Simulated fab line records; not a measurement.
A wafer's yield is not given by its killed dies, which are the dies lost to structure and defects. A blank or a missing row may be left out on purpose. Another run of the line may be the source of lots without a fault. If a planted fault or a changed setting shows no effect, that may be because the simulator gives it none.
2 desks, one fault / flow gf180mcu / each desk holds nothing but its own numbers, with what lay behind them at the end

METROLOGY DESK
What the gauges read for every lot (on any tool): the sampled wafers with a number, averaged. If a lot's mean is further than 4 standard deviations from the usual mean, the lot is out of limits and carries the mark OUT (the distance appears in the brackets).
Columns: A = V4_W_RS at GF_V4_RS_MEAS_24, usual 0.325 ohm/sq; B = V4_W_THK at GF_V4_THK_MEAS_25, usual 366 nm; C = MIM_CVD_05_THK at GF_MIM_THK_MEAS_06, usual 41.8 nm; D = MIM_ALCU_RS at GF_MIM_RS_MEAS_10, usual 0.1590 ohm/sq; E = MIM_ALCU_THK at GF_MIM_THK_MEAS_11, usual 198.6 nm; F = cd-nm at GF_M5_CD_MEAS_07, usual 280.0 nm; G = M5_OVL at GF_M5_OVL_MEAS_08, usual 4 nm
lot=L756; first seen here=day 24 17:26; A=0.323; B=370; C=41.9; D=0.1588; E=196.1; F=279.7; G=10
lot=L759; first seen here=day 25 14:38; A=0.329; B=366; C=42.0; D=0.1611; E=195.7; F=280.9; G=3
lot=L770; first seen here=day 29 11:39; A=0.326; B=365; C=42.0; D=0.1570; E=201.9; F=279.7; G=-1
lot=L774; first seen here=day 30 18:19; A=0.333; B=357; C=41.8; D=0.1596; E=197.5; F=281.1; G=12
lot=L775; first seen here=day 30 21:11; A=0.329; B=363; C=41.4; D=0.1569; E=200.8; F=280.0; G=8
This desk's finding: nothing out of limits on any of the 5 lots.

FOR THE TOOL OWNER'S DESK: pvd-sputter-01
At GF_MIM_SPUTTER_04 (material TiN, target thk 50 nm, time 41.7 s) the tool's own readings: per lot run on this tool, the mean of the sampled wafers that have a number. If a lot's mean is further than 4 standard deviations from the usual mean, the lot is out of limits and carries the mark OUT (the distance appears in the brackets).
Columns: A = chamber-pressure-pa at GF_MIM_SPUTTER_04, usual 0.3998 Pa; B = throttle-valve-pct at GF_MIM_SPUTTER_04, usual 30.1 %
lot=L759; first seen here=day 25 15:17; A=0.3992; B=30.3
lot=L770; first seen here=day 29 12:17; A=0.3452 (-73) OUT; B=33.0
This desk finds L770 out of limits, L770 being first, at day 29 12:17 (chamber-pressure-pa at GF_MIM_SPUTTER_04). L759: within limits.

TAKEN TOGETHER
At day 29 12:17, on L770, the tool owner's desk was in a position to raise an alarm.
Nothing out of limits was seen by the metrology desk.
The metrology desk holds a record of L770, inside its limits.
GF_MIM_SPUTTER_04 was run on pvd-sputter-01 by each of the lots named.

WHAT THE SIMULATOR PUT IN
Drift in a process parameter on pvd-sputter-01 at GF_MIM_SPUTTER_04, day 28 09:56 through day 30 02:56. Setting chamber-pressure-pa, moved by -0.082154, from 0.4. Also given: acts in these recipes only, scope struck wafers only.
Shown lots that were struck: L770.
Delay in hours, fault start to first out-of-limits reading, by desk: the tool owner's desk at 26.
